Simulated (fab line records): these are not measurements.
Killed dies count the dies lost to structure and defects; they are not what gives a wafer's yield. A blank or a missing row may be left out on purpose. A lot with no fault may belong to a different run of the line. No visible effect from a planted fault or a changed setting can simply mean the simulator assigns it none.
Which tool did it?    flow sky130    24 lots with 72 wafers sampled at 6 steps, on a route of 708 steps

== WHAT THE GAUGES SHOWED, per wafer ==
SKY_LDD_HVP_TW_MEAS_10.
lot   measured      on            LDD_HVP_TW
L074  day 21 07:44  filmMetro-01  462 465 464
L075  day 21 13:10  filmMetro-03  454 453 455
L076  day 22 08:01  filmMetro-03  452 453 452
L077  day 22 13:02  filmMetro-02  457 457 459
L078  day 23 07:22  filmMetro-02  461 458 461
L079  day 23 09:34  filmMetro-01  462 461 461
L080  day 23 21:46  filmMetro-01  462 462 462
L081  day 24 04:44  filmMetro-02  455 454 454
L082  day 24 12:07  filmMetro-02  455 453 455
L083  day 25 01:10  filmMetro-03  454 454 455
L084  day 25 03:07  filmMetro-02  458 454 455
L085  day 25 11:58  filmMetro-03  457 457 458
L086  day 26 00:07  filmMetro-03  457 455 457
L087  day 26 07:01  filmMetro-01  460 461 463
L088  day 26 11:59  filmMetro-02  458 456 454
L089  day 27 00:38  filmMetro-03  457 455 456
L090  day 27 10:19  filmMetro-03  453 453 453
L091  day 27 21:44  filmMetro-02  459 456 455
L093  day 28 14:41  filmMetro-01  461 461 465
L092  day 28 15:32  filmMetro-03  458 457 456
L095  day 28 18:40  filmMetro-02  454 456 455
L094  day 29 01:44  filmMetro-01  462 461 463
L096  day 29 05:37  filmMetro-01  462 463 466
L097  day 29 18:34  filmMetro-01  463 461 462

SKY_SD_N_TW_MEAS_12.
lot   measured      on            SD_N_TW
L074  day 27 16:13  filmMetro-01  4015 4027 4024
L075  day 27 20:47  filmMetro-02  3993 3996 3987
L076  day 28 14:04  filmMetro-02  3988 3985 3971
L077  day 28 18:40  filmMetro-04  4062 4032 4046
L078  day 29 13:41  filmMetro-01  4043 4030 4040
L079  day 29 15:16  filmMetro-01  4050 4045 4042
L080  day 30 01:08  filmMetro-01  4039 4056 4047
L081  day 30 06:43  filmMetro-01  4069 4060 4034
L082  day 30 15:10  filmMetro-02  3982 3984 3977
L083  day 31 02:05  filmMetro-04  4053 4067 4058
L084  day 31 04:04  filmMetro-01  4074 4039 4040
L085  day 31 11:20  filmMetro-02  3939 3945 3934
L086  day 32 00:01  filmMetro-02  3963 3980 3996
L087  day 32 06:16  filmMetro-04  4071 4073 4081
L088  day 32 11:16  filmMetro-02  3990 3996 3983
L089  day 32 19:04  filmMetro-04  4036 4042 4040
L090  day 33 06:29  filmMetro-02  3999 3985 3980
L091  day 33 18:04  filmMetro-02  3990 3993 3984
L093  day 34 14:31  filmMetro-02  3954 3975 3976
L092  day 34 13:43  filmMetro-01  4058 4069 4049
L095  day 34 14:59  filmMetro-02  3999 3990 4002
L094  day 34 18:10  filmMetro-02  4009 4006 3992
L096  day 34 21:22  filmMetro-01  4052 4019 4027
L097  day 35 09:20  filmMetro-02  3966 3983 3964

SKY_VIA1_CD_MEAS_12: the cd target is 150 nm.
lot   measured      on        cdNm (nm)
L074  day 33 17:51  cdSem-01  152.4 152.4 152.5
L075  day 33 21:35  cdSem-01  151.0 150.0 150.0
L076  day 34 17:14  cdSem-01  150.8 151.6 150.8
L077  day 34 19:54  cdSem-01  146.0 147.2 146.5
L078  day 35 09:42  cdSem-02  147.9 147.7 147.5
L079  day 36 00:24  cdSem-01  149.7 149.4 150.4
L080  day 36 00:49  cdSem-02  146.9 147.6 148.1
L081  day 36 02:45  cdSem-01  148.8 149.6 149.0
L082  day 36 07:56  cdSem-02  152.3 150.9 154.1
L083  day 36 21:12  cdSem-02  148.1 148.6 147.4
L084  day 36 22:17  cdSem-02  147.3 148.4 149.0
L085  day 37 07:38  cdSem-01  153.8 151.3 150.6
L086  day 37 17:39  cdSem-01  151.0 149.7 149.1
L087  day 38 01:12  cdSem-02  147.5 148.6 148.9
L088  day 38 04:16  cdSem-01  150.0 150.2 149.2
L089  day 38 14:17  cdSem-01  150.8 150.2 150.1
L090  day 38 23:41  cdSem-01  153.3 153.0 153.1
L091  day 39 10:01  cdSem-01  151.3 148.9 151.1
L093  day 40 05:21  cdSem-02  146.7 147.0 147.1
L092  day 40 04:36  cdSem-02  152.1 150.4 152.1
L095  day 40 06:56  cdSem-02  149.7 148.8 148.9
L094  day 40 08:19  cdSem-01  150.9 150.6 150.3
L096  day 40 13:27  cdSem-01  150.0 149.2 150.1
L097  day 40 22:47  cdSem-01  151.9 150.7 151.8

== EACH LOT AND THE TOOL THAT RAN IT (in order: tool; ch and the chambers of the sampled wafers; start) ==
lot   SKY_LDD_HVP_STRIP_09                 SKY_POLY_CUT_ETCH_10               SKY_CONTACT_CVD_24
L074  plasmaAsher-03 ch 0,1, day 21 07:38  rieDiel-03 ch 0,2,3, day 23 22:58  cvdW-01 ch 0,1, day 31 10:08
L075  plasmaAsher-01 ch 0,1, day 21 13:04  rieDiel-03 ch 0,1,3, day 24 04:05  cvdW-02 ch 0,1, day 31 13:32
L076  plasmaAsher-01 ch 0,1, day 22 07:55  rieDiel-03 ch 1,3, day 24 22:46    cvdW-02 ch 0,1, day 32 10:28
L077  plasmaAsher-03 ch 0,1, day 22 12:56  rieDiel-02 ch 0,2,3, day 25 03:25  cvdW-01 ch 0,1, day 32 12:47
L078  plasmaAsher-01 ch 0,1, day 23 07:16  rieDiel-04 ch 1,2, day 25 22:05    cvdW-01 ch 0, day 33 04:12
L079  plasmaAsher-03 ch 0,1, day 23 09:28  rieDiel-04 ch 0,1,2, day 26 00:20  cvdW-02 ch 1, day 33 17:11
L080  plasmaAsher-04 ch 0,1, day 23 21:37  rieDiel-03 ch 0,1,3, day 26 10:50  cvdW-01 ch 0,1, day 33 18:02
L081  plasmaAsher-03 ch 0,1, day 24 04:38  rieDiel-04 ch 0,2,3, day 26 17:05  cvdW-01 ch 0,1, day 33 20:05
L082  plasmaAsher-03 ch 0,1, day 24 12:01  rieDiel-04 ch 0,1, day 27 02:05    cvdW-01 ch 0,1, day 34 01:29
L083  plasmaAsher-03 ch 0,1, day 25 01:04  rieDiel-03 ch 0,2, day 27 13:41    cvdW-02 ch 0,1, day 34 15:08
L084  plasmaAsher-03 ch 0,1, day 25 03:01  rieDiel-02 ch 0,1,2, day 27 15:34  cvdW-01 ch 0,1, day 34 16:04
L085  plasmaAsher-03 ch 0,1, day 25 11:52  rieDiel-02 ch 0,1, day 27 23:26    cvdW-02 ch 0,1, day 35 00:43
L086  plasmaAsher-03 ch 0, day 26 00:01    rieDiel-02 ch 1,2,3, day 28 13:20  cvdW-01 ch 0,1, day 35 11:04
L087  plasmaAsher-01 ch 0,1, day 26 06:55  rieDiel-02 ch 1,2,3, day 28 19:47  cvdW-01 ch 0,1, day 35 19:05
L088  plasmaAsher-04 ch 0,1, day 26 11:52  rieDiel-02 ch 0,2, day 29 00:58    cvdW-02 ch 0,1, day 35 22:15
L089  plasmaAsher-04 ch 0,1, day 27 00:32  rieDiel-02 ch 0,3, day 29 11:44    cvdW-01 ch 0,1, day 36 08:11
L090  plasmaAsher-01 ch 0,1, day 27 10:13  rieDiel-04 ch 0,2, day 29 22:29    cvdW-01 ch 0,1, day 36 18:35
L091  plasmaAsher-04 ch 0,1, day 27 21:39  rieDiel-03 ch 2,3, day 30 08:59    cvdW-01 ch 0,1, day 37 04:43
L093  plasmaAsher-03 ch 0,1, day 28 14:35  rieDiel-03 ch 0,1,2, day 31 06:22  cvdW-02 ch 0,1, day 38 01:31
L092  plasmaAsher-03 ch 0,1, day 28 15:25  rieDiel-04 ch 0,3, day 31 06:01    cvdW-01 ch 0,1, day 38 01:10
L095  plasmaAsher-04 ch 0,1, day 28 18:34  rieDiel-02 ch 0,2,3, day 31 06:53  cvdW-01 ch 0,1, day 38 03:47
L094  plasmaAsher-03 ch 0,1, day 29 01:37  rieDiel-03 ch 0,1,3, day 31 10:37  cvdW-02 ch 0,1, day 38 04:52
L096  plasmaAsher-04 ch 0,1, day 29 05:31  rieDiel-04 ch 0,1,2, day 31 13:05  cvdW-02 ch 0,1, day 38 09:58
L097  plasmaAsher-03 ch 0,1, day 29 18:28  rieDiel-03 ch 1,2,3, day 32 02:26  cvdW-02 ch 0, day 38 19:47
- SKY_LDD_HVP_STRIP_09: strips in O2/N2.
- SKY_POLY_CUT_ETCH_10: etches BARC in N2/H2, stops on SiO2, time 45.9 s, target depth 60 nm.
- SKY_CONTACT_CVD_24: deposits W, target thk 340 nm, time 102.12 s.

== AS READ BY THE TOOLS THEMSELVES (means over the sampled wafers that have a number; for cases with no such wafer, the mark the record gives instead) ==
SKY_LDD_HVP_STRIP_09.
lot   tool            drypumpMotorCurrentA (A)  n2FlowSccm (sccm)  oesProductAu (a.u.)  stripTimeToEndpointS (s)
L074  plasmaAsher-03  6.09                      300.0              0.406                4.135
L075  plasmaAsher-01  6.41                      299.7              0.406                4.135
L076  plasmaAsher-01  6.36                      299.3              0.411                4.133
L077  plasmaAsher-03  5.99                      300.1              0.407                4.126
L078  plasmaAsher-01  6.34                      299.7              0.409                4.098
L079  plasmaAsher-03  6.08                      299.3              0.411                4.131
L080  plasmaAsher-04  5.68                      300.3              0.405                4.119
L081  plasmaAsher-03  6.06                      299.8              0.409                4.137
L082  plasmaAsher-03  5.99                      299.0              0.408                4.122
L083  plasmaAsher-03  6.08                      300.0              0.412                4.134
L084  plasmaAsher-03  5.99                      300.3              0.411                4.138
L085  plasmaAsher-03  5.99                      299.6              0.407                4.125
L086  plasmaAsher-03  5.91                      299.1              0.414                4.133
L087  plasmaAsher-01  6.33                      300.1              0.408                4.141
L088  plasmaAsher-04  5.82                      299.7              0.405                4.111
L089  plasmaAsher-04  5.68                      300.2              0.406                4.116
L090  plasmaAsher-01  6.36                      299.5              0.409                4.144
L091  plasmaAsher-04  5.83                      299.5              0.406                4.131
L093  plasmaAsher-03  6.08                      299.5              0.411                4.130
L092  plasmaAsher-03  6.10                      299.9              0.408                4.139
L095  plasmaAsher-04  5.81                      299.3              0.410                4.116
L094  plasmaAsher-03  5.99                      298.9              0.411                4.161
L096  plasmaAsher-04  5.81                      299.8              0.404                4.123
L097  plasmaAsher-03  6.09                      300.7              0.410                4.126

SKY_POLY_CUT_ETCH_10.
lot   tool        drypumpMotorCurrentA (A)  n2FlowSccm (sccm)  oesProductAu (a.u.)  throttleValvePct (%)
L074  rieDiel-03  6.1                       100.15             0.858                13.219
L075  rieDiel-03  6.0                       99.98              0.855                13.219
L076  rieDiel-03  6.1                       100.18             0.857                13.216
L077  rieDiel-02  6.0                       99.91              0.853                13.221
L078  rieDiel-04  5.9                       100.08             0.857                13.221
L079  rieDiel-04  5.8                       99.85              0.858                13.224
L080  rieDiel-03  6.0                       100.06             0.860                13.227
L081  rieDiel-04  5.6                       99.90              0.853                13.235
L082  rieDiel-04  5.8                       100.14             0.856                13.224
L083  rieDiel-03  6.2                       99.57              0.857                13.217
L084  rieDiel-02  5.8                       99.78              0.856                13.223
L085  rieDiel-02  5.8                       99.80              0.854                13.230
L086  rieDiel-02  6.0                       99.73              0.855                13.222
L087  rieDiel-02  6.0                       100.11             0.853                13.221
L088  rieDiel-02  5.8                       99.93              0.852                13.227
L089  rieDiel-02  6.2                       100.20             0.856                13.229
L090  rieDiel-04  5.8                       99.96              0.855                13.223
L091  rieDiel-03  6.2                       100.04             0.849                13.228
L093  rieDiel-03  6.2                       100.11             0.859                13.224
L092  rieDiel-04  5.4                       100.26             0.856                13.235
L095  rieDiel-02  6.0                       100.07             0.853                13.224
L094  rieDiel-03  6.0                       100.27             0.857                13.210
L096  rieDiel-04  5.7                       99.84              0.854                13.228
L097  rieDiel-03  6.2                       99.91              0.856                13.229

SKY_CONTACT_CVD_24.
lot   tool     heaterPowerW (W)  susceptorTempC (C)
L074  cvdW-01  993               399.90
L075  cvdW-02  818               399.96
L076  cvdW-02  901               400.09
L077  cvdW-01  916               399.77
L078  cvdW-01  828               400.21
L079  cvdW-02  728               400.09
L080  cvdW-01  916               399.95
L081  cvdW-01  1003              400.12
L082  cvdW-01  1022              399.99
L083  cvdW-02  909               400.00
L084  cvdW-01  1004              399.86
L085  cvdW-02  822               399.83
L086  cvdW-01  909               400.07
L087  cvdW-01  998               400.13
L088  cvdW-02  898               399.92
L089  cvdW-01  926               400.48
L090  cvdW-01  1006              400.10
L091  cvdW-01  1006              400.14
L093  cvdW-02  831               399.99
L092  cvdW-01  1006              400.06
L095  cvdW-01  1019              399.70
L094  cvdW-02  828               399.96
L096  cvdW-02  924               400.10
L097  cvdW-02  990               400.14

== THE ANSWER, worked out from the rows above alone ==
Rule: the usual values come from the lots themselves. The widest of any qualifying gaps counts: lots, ordered by their means at a reading, are off when they make up no more than a third of the lots, leave a main group of 4 or more, and stand apart from it by 3 or more times the standard deviation of that group's means. A main group whose means are all the same, to the digits that the tables above print for the reading, isn't used. A lot without any number at a reading at which 4 lots or more have one is off too. The other lots that the step has rows for count as sound. First the gauges in route order, then the tools' own readings, where a lot's mean is used as printed above. At the first step where some lot is off, the reading lying furthest off is the one used; lots without a number count as furthest.
Across all readings shown, no lot is off: no conclusion can be drawn from this.

== WHAT THE SIMULATOR PUT IN ==
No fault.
